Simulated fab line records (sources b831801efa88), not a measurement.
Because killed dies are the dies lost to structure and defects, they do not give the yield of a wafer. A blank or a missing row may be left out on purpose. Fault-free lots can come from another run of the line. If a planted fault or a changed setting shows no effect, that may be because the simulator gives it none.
2 desks, one fault	flow sky130	numbers are kept per desk, each desk with only its own; the story behind them comes last

== METROLOGY DESK ==
What the gauges read for every lot (on any tool): the sampled wafers with a number, averaged. If a lot's mean is further than 4 standard deviations from the usual mean, the lot is out of limits and carries the mark OUT (the distance appears in the brackets).
Columns: A = cd_nm at SKY_LOCAL_INTERCONNECT_CD_MEAS_11, usual 170.6 nm; B = METAL1_ALCU_THK at SKY_METAL1_THK_MEAS_06, usual 249 nm; C = VIA1_HDPCVD_THK at SKY_VIA1_THK_MEAS_01, usual 1033 nm
lot	first seen here	A	B	C
L591	day 31 11:56	170.0	248	1037
L592	day 32 04:07	171.8	253	1031
L594	day 32 07:22	170.3	244	1034
L593	day 32 10:43	170.8	250	1036
L595	day 32 23:08	170.6	252	1036
L597	day 33 10:57	172.4	246	1032
L600	day 34 10:40	172.4	249	1044
L603	day 35 22:52	170.2	253	1031
L609	day 37 21:26	171.5	254	1043
L611	day 38 00:50	170.0	248	1031
L610	day 38 04:11	170.5	253	1014
This desk's finding: nothing out of limits on any of the 11 lots.

== FOR THE TOOL OWNER'S DESK: pvd_sputter-04 ==
The tool's own readings at SKY_METAL1_SPUTTER_04 (material TiN, target thk 70 nm, time 58.3 s): means of the sampled wafers that have a number, for each lot that ran on this tool. If a lot's mean is further than 4 standard deviations from the usual mean, the lot is out of limits and carries the mark OUT (the distance appears in the brackets).
Columns: A = throttle_valve_pct at SKY_METAL1_SPUTTER_04, usual 30.0 %
lot	first seen here	A
L592	day 33 10:20	30.4
L595	day 34 04:55	30.0
L600	day 35 16:26	30.8
L609	day 39 02:31	30.1
This desk's finding: nothing out of limits on any of the 4 lots.

== PUT TOGETHER ==
Metrology desk: nothing out of limits seen.
Nothing out of limits was seen by the tool owner's desk.

== WHAT HAD BEEN PUT IN BY THE SIMULATOR ==
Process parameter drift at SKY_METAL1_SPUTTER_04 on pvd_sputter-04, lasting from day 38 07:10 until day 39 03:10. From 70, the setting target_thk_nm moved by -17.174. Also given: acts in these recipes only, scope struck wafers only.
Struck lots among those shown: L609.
